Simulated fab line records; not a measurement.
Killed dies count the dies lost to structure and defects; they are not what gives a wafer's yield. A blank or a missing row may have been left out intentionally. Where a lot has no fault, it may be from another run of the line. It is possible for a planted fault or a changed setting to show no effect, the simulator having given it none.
Chamber matching | flow gf180mcu | 4 sister chambers for GF_V5_CMP_26 on cmp-02
The step polishes, stops on SiO2, t overpolish 15 s, target thk 0 nm. 18 wafers are shown with their chamber, then 9 later ones without.

## WAFERS WITH THEIR CHAMBER
wafer  | chamber | motor current A (A) | time to endpoint s (s) | overpolish run s (s)
L835.2 | 3       | 11.4                | 93                     | 15.000
L835.5 | 0       | 11.2                | 85                     | 15.002
L835.6 | 3       | 11.8                | 92                     | 14.997
L838.1 | 2       | 11.8                | 92                     | 14.998
L838.4 | 3       | 11.0                | 91                     | 15.001
L838.6 | 0       | 11.8                | 86                     | 14.993
L840.3 | 3       | 11.5                | 83                     | 15.006
L840.4 | 1       | 9.4                 | 82                     | 14.990
L840.5 | 1       | 9.3                 | 79                     | 15.012
L843.1 | 1       | 9.0                 | 82                     | 14.990
L843.5 | 2       | 11.5                | 84                     | 15.016
L843.6 | 1       | 9.1                 | 82                     | 15.002
L850.2 | 2       | 10.5                | 81                     | 14.992
L850.3 | 3       | 11.1                | 83                     | 15.009
L850.4 | 1       | 9.2                 | 80                     | 14.999
L851.1 | 3       | 11.3                | 84                     | 14.998
L851.2 | 1       | 9.1                 | 84                     | 14.988
L851.4 | 2       | 11.0                | 84                     | 14.987

SIGNATURES (averages over the wafers above)
reading            | chamber 0 | chamber 1 | chamber 2 | chamber 3 | scatter within a chamber
motor current A    | 11.500    | 9.183     | 11.200    | 11.350    | 0.347
time to endpoint s | 85.50     | 81.50     | 85.25     | 87.67     | 3.76
overpolish run s   | 14.99750  | 14.99683  | 14.99825  | 15.00183  | 0.00872
Rule: for each reading, subtract the chamber's mean from the wafer's reading, divide by that reading's scatter and square the result; add these up over the readings and take the root, which gives the wafer's distance from the chamber. If the next closest chamber is less than 2 further off than the closest, the wafer can't be placed; otherwise it belongs to the closest. The scatter: take each reading less its chamber's mean, square it, sum over the shown wafers, divide by the number of wafers less the number of chambers, and take the root.

## WAFERS WITH NO CHAMBER GIVEN
wafer  | motor current A (A) | time to endpoint s (s) | overpolish run s (s)
L852.4 | 12.0                | 80                     | 14.995
L852.5 | 8.9                 | 82                     | 14.988
L852.6 | 10.4                | 80                     | 14.991
L853.2 | 10.6                | 79                     | 15.000
L853.4 | 11.3                | 84                     | 15.009
L853.6 | 10.9                | 80                     | 14.994
L855.1 | 9.2                 | 84                     | 15.001
L855.2 | 10.9                | 83                     | 15.004
L855.5 | 11.4                | 79                     | 15.008

## WHICH CHAMBER EACH ONE RAN IN
wafer  | from the rows above               | in truth
L852.4 | can't be placed: 0 or 2 or 3      | 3
L852.5 | 1                                 | 1
L852.6 | can't be placed: 2 or 0 or 1 or 3 | 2
L853.2 | can't be placed: 2 or 0 or 3 or 1 | 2
L853.4 | can't be placed: 3 or 2 or 0      | 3
L853.6 | can't be placed: 2 or 0 or 3      | 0
L855.1 | 1                                 | 1
L855.2 | can't be placed: 2 or 3 or 0      | 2
L855.5 | can't be placed: 2 or 0 or 3      | 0
Correct placement for 2 of the 9. Can't be placed from these rows: 7 (the true chamber is among the candidates in 7). 0 placed wrongly.
